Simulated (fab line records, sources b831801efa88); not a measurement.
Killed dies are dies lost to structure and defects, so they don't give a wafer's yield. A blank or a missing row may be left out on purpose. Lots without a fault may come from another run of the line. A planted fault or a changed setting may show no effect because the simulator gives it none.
A struck lot beside a sound one | flow sky130 | 33 steps out of a route of 708
Sound: wafers L955.1, L955.2, L955.6. Struck: wafers L962.1, L962.5, L962.6. The cause comes at the end.
At each step with rows: each side's tool, then ch and its chambers, then its first start. Under that, the readings that differ: sound wafers | struck wafers | difference of the means | sigmas: that difference in standard deviations of wafers without a fault.
alike: readings whose means differ by less than 2 such deviations, and words and numbers that are the same on both sides. not compared: withheld readings, readings that some wafer has no value for, bounds like >300 that may hide the same value, and numbers for which the record gives no deviation and whose values overlap.
The two part at a step that has a row with sigmas, a row that says differs or no value, or rows on one side only. Numbers that don't overlap but have no deviation are shown without sigmas and don't part them. A reading that every wafer of one side lacks parts them only if that side has two wafers or more.

first, 9 steps without rows for these wafers: SKY_METAL1_DEVELOP_14 (develop time 60 s); SKY_METAL1_DESCUM_17 (chemistry O2, time 8 s); SKY_METAL1_ETCH_18 (etches BARC in N2/H2, stops on SiO2, time 45.9 s, target depth 60 nm); SKY_METAL1_METAL_ETCH_19 (etches the open film in Cl2/BCl3, stops on SiO2, target depth 360 nm, time 78 s); SKY_METAL1_STRIP_20 (strips in O2/N2); SKY_METAL1_STRIP_21 (strips in post etch residue remover, time 1200 s); SKY_METAL1_CLEAN_22 (cleans in IPA, time 180 s); SKY_METAL1_CLEAN_23 (cleans in O3/DIW); SKY_VIA1_HDPCVD_00 (deposits SiO2, target thk 1030 nm, time 171.7 s).
SKY_VIA1_CMP_02: polishes SiO2.
  sound on cmp-02 ch 0,2,3, day 36 11:13; struck on cmp-02 ch 2,3, day 38 02:16
  reading                                  | sound             | struck            | difference | sigmas
  model.SiO2_of_VIA1_HDPCVD_00.thk_nm (nm) | 345.9 345.2 345.3 | 310.3 311.2 309.4 | -35.2      |
  alike: motor_current_A
then, 9 steps without rows for these wafers: SKY_VIA1_DEHYDRATE_04 (time 60 s); SKY_VIA1_HMDS_05 (prime time 60 s); SKY_VIA1_COAT_06 (resist thk 60 nm); SKY_VIA1_COAT_07 (resist thk 450 nm); SKY_VIA1_SOFTBAKE_08 (time 90 s); SKY_VIA1_EXPOSE_09 (exposes mask VIM, target cd 150 nm); SKY_VIA1_PEB_10; SKY_VIA1_DEVELOP_11 (develop time 60 s); SKY_VIA1_ETCH_14 (etches BARC in N2/H2, stops on SiO2, time 45.9 s, target depth 60 nm).
SKY_VIA1_ETCH_15: etches SiO2 in C4F8/O2/Ar, stops on TiN, target depth 351 nm, time 54 s.
  sound on rie_diel-02 ch 0,1,3, day 37 13:43; struck on rie_diel-01 ch 0,1, day 39 03:52
  reading                          | sound             | struck            | difference | sigmas
  oes_product_au (a.u.)            | 0.976 0.978 0.979 | 0.930 0.923 0.924 | -0.052     | -11
  model.VIA1.feature_depth_nm (nm) | 345.9 345.2 345.3 | 310.3 311.2 309.4 | -35.2      |
  model.etch.depth_nm (nm)         | 345.9 345.2 345.3 | 310.3 311.2 309.4 | -35.2      |
  not compared: rf_hours_counter_h
then, 12 steps without rows for these wafers: SKY_VIA1_STRIP_16 (strips in O2/N2); SKY_VIA1_STRIP_17 (strips in post etch residue remover, time 1200 s); SKY_VIA1_CLEAN_18 (cleans in IPA, time 180 s); SKY_VIA1_CLEAN_19 (cleans in O3/DIW); SKY_VIA1_SPUTTER_20 (material TiN, target thk 20 nm, time 80 s); SKY_VIA1_CVD_21 (deposits W, target thk 270 nm, time 80.902 s); SKY_VIA1_CMP_24 (polishes, stops on SiO2, t overpolish 15 s, target thk 0 nm); SKY_METAL2_SPUTTER_00 (material Ti, target thk 15 nm, time 10 s); SKY_METAL2_SPUTTER_01 (material TiN, target thk 20 nm, time 16.7 s); SKY_METAL2_SPUTTER_02 (material AlCu, target thk 250 nm, time 13.3 s); SKY_METAL2_SPUTTER_03 (material Ti, target thk 5 nm, time 3.3 s); SKY_METAL2_SPUTTER_04 (material TiN, target thk 70 nm, time 58.3 s).
SKY_METAL2_METAL_ETCH_19: etches the open film in Cl2/BCl3, stops on SiO2, target depth 360 nm, time 78 s.
  sound on rie_metal-02 ch 0,1, day 38 16:52; struck on rie_metal-01 ch 0,1, day 40 06:04
  reading                                  | sound             | struck            | difference | sigmas
  model.SiO2_of_VIA1_HDPCVD_00.thk_nm (nm) | 331.9 331.2 331.3 | 296.1 297.2 295.3 | -35.3      |
  alike: drypump_motor_current_A, oes_product_au, throttle_valve_pct
  not compared: rf_hours_counter_h

WHERE THEY PART
Only at SKY_VIA1_ETCH_15, within this record. Later steps at which nothing parts them and some readings are alike: SKY_METAL2_METAL_ETCH_19.

WHY: what the simulator had put in
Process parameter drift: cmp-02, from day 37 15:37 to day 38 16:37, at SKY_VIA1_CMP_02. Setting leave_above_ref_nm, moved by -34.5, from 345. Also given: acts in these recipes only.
